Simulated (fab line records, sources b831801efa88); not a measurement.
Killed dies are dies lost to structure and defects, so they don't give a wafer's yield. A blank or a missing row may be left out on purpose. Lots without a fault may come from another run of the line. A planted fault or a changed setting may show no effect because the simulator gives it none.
A struck lot beside a sound one | flow sky130 | 43 steps out of a route of 708
Sound: wafers L225.1, L225.2, L225.6. Struck: wafer L245.6. (L245.2, L245.5 of the same lot were not struck and are left out.) The cause comes at the end.
At each step with rows: each side's tool, then ch and its chambers, then its first start. Under that, the readings that differ: sound wafers | struck wafers | difference of the means | sigmas: that difference in standard deviations of wafers without a fault.
alike: readings whose means differ by less than 2 such deviations, and words and numbers that are the same on both sides. not compared: withheld readings, readings that some wafer has no value for, bounds like >300 that may hide the same value, and numbers for which the record gives no deviation and whose values overlap.
The two part at a step that has a row with sigmas, a row that says differs or no value, or rows on one side only. Numbers that don't overlap but have no deviation are shown without sigmas and don't part them. A reading that every wafer of one side lacks parts them only if that side has two wafers or more.

first, 1 step without rows for these wafers: SKY_FIELD_ISO_DEVELOP_12 (develop time 60 s).
SKY_FIELD_ISO_CD_MEAS_13: target cd 150 nm.
  sound on cd_sem-02, day 2 14:08; struck on cd_sem-01, day 6 17:43
  alike: cd_nm
SKY_FIELD_ISO_ETCH_14: etches BARC in N2/H2, stops on SiO2, time 45.9 s, target depth 60 nm.
  sound on rie_diel-04 ch 1,3, day 2 14:15; struck on rie_diel-03 ch 2, day 6 17:49
  alike: drypump_motor_current_A, oes_product_au, throttle_valve_pct
  not compared: rf_hours_counter_h
SKY_FIELD_ISO_ETCH_15: etches the open film in CHF3/O2, stops on Si, target depth 180 nm, time 72 s.
  sound on rie_diel-04 ch 1,3, day 2 14:17; struck on rie_diel-03 ch 2, day 6 17:52
  alike: chf3_flow_sccm, drypump_motor_current_A, oes_product_au, throttle_valve_pct
  not compared: rf_hours_counter_h
then, 1 step without rows for these wafers: SKY_FIELD_ISO_STRIP_16 (strips in O2/N2).
SKY_FIELD_ISO_ETCH_17: etches Si in HBr/Cl2/O2, target depth 342 nm, time 97.7 s.
  sound on rie_si-01 ch 1,3, day 2 14:27; struck on rie_si-02 ch 1, day 6 18:01
  alike: drypump_motor_current_A, oes_product_au, throttle_valve_pct
  not compared: rf_hours_counter_h
then, 5 steps without rows for these wafers: SKY_FIELD_ISO_WET_ETCH_18 (etches Si3N4 in H3PO4, target depth 25 nm, time 286 s); SKY_FIELD_ISO_CLEAN_19 (cleans in SC1/SC2, time 150 s); SKY_FIELD_ISO_CLEAN_20 (cleans in dHF, time 20 s); SKY_FIELD_ISO_WET_ETCH_21 (etches SiO2 in dHF, target depth 20 nm, time 400 s); SKY_FIELD_ISO_OXIDATION_22 (stabilise 600 s, purge 300 s, target thk 10 nm).
SKY_FIELD_ISO_THK_MEAS_23:
  sound on film_metro-03, day 2 21:26; struck on film_metro-04, day 6 19:33
  reading                         | sound             | struck | difference | sigmas
  FIELD_ISO_OXIDATION_01_THK (nm) | 10.18 10.41 10.14 | 9.76   | -0.48      | -3
SKY_FIELD_ISO_CVD_24: deposits SiO2, target thk 595 nm, time 99.2 s.
  sound on hdpcvd-01 ch 0,2, day 2 21:29; struck on hdpcvd-02 ch 1,2, day 6 19:36
SKY_FIELD_ISO_THK_MEAS_25:
  sound on film_metro-04, day 2 21:34; struck on film_metro-02, day 6 19:41
  alike: FIELD_ISO_CVD_24_THK
then, 7 steps without rows for these wafers: SKY_FIELD_ISO_ANNEAL_26 (time 1800 s); SKY_FIELD_ISO_CMP_27 (polishes, stops on Si3N4, t overpolish 16 s, target thk 457.8 nm); SKY_FIELD_ISO_WET_ETCH_28 (etches SiO2 in dHF, target depth 23.7 nm, time 47 s); SKY_FIELD_ISO_WET_ETCH_29 (etches Si3N4 in H3PO4, target depth 160 nm, time 1825 s); SKY_FIELD_ISO_WET_ETCH_30 (etches SiO2 in dHF, target depth 25 nm, time 50 s); SKY_NWELL_CLEAN_00 (cleans in SC1/SC2, time 150 s); SKY_NWELL_OXIDATION_01 (stabilise 600 s, purge 300 s, target thk 10 nm).
SKY_NWELL_THK_MEAS_02:
  sound on film_metro-03, day 3 04:32; struck on film_metro-03, day 6 23:50
  alike: NWELL_OXIDATION_THK
then, 8 steps without rows for these wafers: SKY_DNWELL_DEHYDRATE_00 (time 60 s); SKY_DNWELL_HMDS_01 (prime time 60 s); SKY_DNWELL_COAT_02 (resist thk 3000 nm); SKY_DNWELL_SOFTBAKE_03; SKY_DNWELL_EXPOSE_04 (exposes mask DNM, target cd 3000 nm); SKY_DNWELL_PEB_05; SKY_DNWELL_DEVELOP_06 (develop time 60 s); SKY_DNWELL_IMPLANT_07.
SKY_DNWELL_STRIP_08: strips in O2/N2.
  sound on plasma_asher-01 ch 0,1, day 3 21:38; struck on plasma_asher-02 ch 0, day 7 20:03
  alike: drypump_motor_current_A, oes_product_au, strip_time_to_endpoint_s
  not compared: rf_hours_counter_h
SKY_DNWELL_TW_MEAS_09:
  sound on film_metro-01, day 3 21:44; struck on film_metro-03, day 7 20:10
  alike: DNWELL_TW
then, 7 steps without rows for these wafers: SKY_PWDE_DEHYDRATE_00 (time 60 s); SKY_PWDE_HMDS_01 (prime time 60 s); SKY_PWDE_COAT_02 (resist thk 3000 nm); SKY_PWDE_SOFTBAKE_03; SKY_PWDE_EXPOSE_04 (exposes mask PWDEM, target cd 840 nm); SKY_PWDE_PEB_05; SKY_PWDE_DEVELOP_06 (develop time 60 s).
SKY_PWDE_OVL_MEAS_07:
  sound on overlay-02, day 4 13:46; struck on overlay-01, day 8 16:07
  alike: PWDE_OVL
then, 1 step without rows for these wafers: SKY_PWDE_IMPLANT_08.
SKY_PWDE_STRIP_09: strips in O2/N2.
  sound on plasma_asher-02 ch 0,1, day 4 13:57; struck on plasma_asher-02 ch 0, day 8 16:18
  alike: drypump_motor_current_A, oes_product_au, strip_time_to_endpoint_s
  not compared: rf_hours_counter_h
-- the record jumps here: 42 days lie between the struck wafers' starts before and after (it left off in module PWDE and takes up again in module PAD_OPEN, whose first step shown is number 708 of the route) --
SKY_PAD_OPEN_PROBE_99:
  the record has rows for the struck wafers here (prober-02, day 50 18:11) and none for the sound ones

WHERE THEY PART
First at SKY_FIELD_ISO_THK_MEAS_23; last, within this record, at SKY_PAD_OPEN_PROBE_99.

WHY: what the simulator had put in
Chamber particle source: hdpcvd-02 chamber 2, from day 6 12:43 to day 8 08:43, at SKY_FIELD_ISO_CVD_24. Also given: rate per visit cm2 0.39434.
